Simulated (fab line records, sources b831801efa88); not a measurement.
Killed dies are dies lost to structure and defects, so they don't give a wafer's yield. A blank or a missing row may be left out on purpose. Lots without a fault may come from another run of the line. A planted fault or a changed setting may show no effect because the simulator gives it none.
Tool commonality check | flow gf180mcu | 12 lots, 36 wafers sampled

WHY IT WAS OPENED
At GF_STI_THK_MEAS_04 the reading STI_CVD_03_THK is flagged on 1 of 12 lots. Wafers without a fault read 207.1 nm, standard deviation 1.8.
Rule: a lot is flagged when every wafer of it that has a number lies more than 4 standard deviations from that mean, or none has a number. The other lots count as sound.

lot  | measured    | on            | STI_CVD_03_THK (nm), wafer by wafer | flag
L632 | day 1 14:34 | film_metro-01 | 207.8 208.2 205.6                   |
L633 | day 1 20:10 | film_metro-01 | 207.8 206.6 207.1                   |
L634 | day 1 23:59 | film_metro-02 | 209.2 207.1 206.4                   |
L635 | day 2 06:53 | film_metro-04 | 206.0 208.3 207.7                   |
L636 | day 2 09:51 | film_metro-01 | 205.2 206.5 207.1                   |
L637 | day 2 14:35 | film_metro-04 | 206.1 208.0 207.8                   |
L638 | day 2 21:29 | film_metro-04 | 204.6 205.8 204.8                   |
L644 | day 4 01:43 | film_metro-01 | 218.9 218.1 219.2                   | FLAGGED
L648 | day 4 21:44 | film_metro-01 | 210.4 209.2 211.1                   |
L651 | day 5 12:52 | film_metro-02 | 206.9 205.3 207.3                   |
L654 | day 6 03:37 | film_metro-01 | 206.7 206.1 205.1                   |
L655 | day 6 08:35 | film_metro-01 | 202.4 204.3 202.0                   |
The numbers of the flagged lots are 218.7 nm on average: +11.6 nm against the usual, or +6 standard deviations.

WHICH TOOL RAN EACH LOT
The record holds 1 process step before the reading, out of a route of 602 steps. In each cell: the tool, then ch and the chambers that the sampled wafers went through, then the start.
lot  | flag    | GF_STI_CVD_03
L632 |         | lpcvd-02 ch 1, day 1 11:34
L633 |         | lpcvd-01 ch 0, day 1 17:10
L634 |         | lpcvd-02 ch 1, day 1 21:59
L635 |         | lpcvd-02 ch 1, day 2 04:55
L636 |         | lpcvd-02 ch 0, day 2 07:52
L637 |         | lpcvd-01 ch 0, day 2 12:34
L638 |         | lpcvd-02 ch 1, day 2 19:29
L644 | FLAGGED | lpcvd-01 ch 1, day 3 23:41
L648 |         | lpcvd-01 ch 0, day 4 19:45
L651 |         | lpcvd-02 ch 0, day 5 10:50
L654 |         | lpcvd-02 ch 0, day 6 01:37
L655 |         | lpcvd-02 ch 1, day 6 06:34
What these steps do:
- GF_STI_CVD_03: deposits Si3N4 from DCS/NH3, target thk 207.16 nm, time 3551 s.
- GF_STI_THK_MEAS_04

FLAGGED OVER TOTAL, TOOL BY TOOL (the gauges that took the reading come last)
step               | tool          | lots run | flagged | share of the flagged lots | sound lots run after its first flagged lot
GF_STI_CVD_03      | lpcvd-01      | 4        | 1       | all                       | 1 (L648)
GF_STI_CVD_03      | lpcvd-02      | 8        | 0       | none                      | -
GF_STI_THK_MEAS_04 | film_metro-01 | 7        | 1       | all                       | 3 (L648,L654,L655)
GF_STI_THK_MEAS_04 | film_metro-02 | 2        | 0       | none                      | -
GF_STI_THK_MEAS_04 | film_metro-04 | 3        | 0       | none                      | -

WHAT THE TABLE ALLOWS
2 rows of the table ran every flagged lot: lpcvd-01 at GF_STI_CVD_03, film_metro-01 at GF_STI_THK_MEAS_04.
- lpcvd-01 at GF_STI_CVD_03: 1 of its 4 lots flagged. Sound lots ran on it after the first flagged one (L648), which a lasting fault on the whole tool wouldn't allow. Its own readings lie more than 4 standard deviations out on every wafer of the flagged lots: pressure_mtorr.
- film_metro-01 at GF_STI_THK_MEAS_04: 1 of its 7 lots flagged. Sound lots ran on it after the first flagged one (L648, L654, L655), which a lasting fault on the whole tool wouldn't allow.
No row of the table ran every flagged lot and no sound lot after the first.

WHAT THE SIMULATOR HAD PUT IN
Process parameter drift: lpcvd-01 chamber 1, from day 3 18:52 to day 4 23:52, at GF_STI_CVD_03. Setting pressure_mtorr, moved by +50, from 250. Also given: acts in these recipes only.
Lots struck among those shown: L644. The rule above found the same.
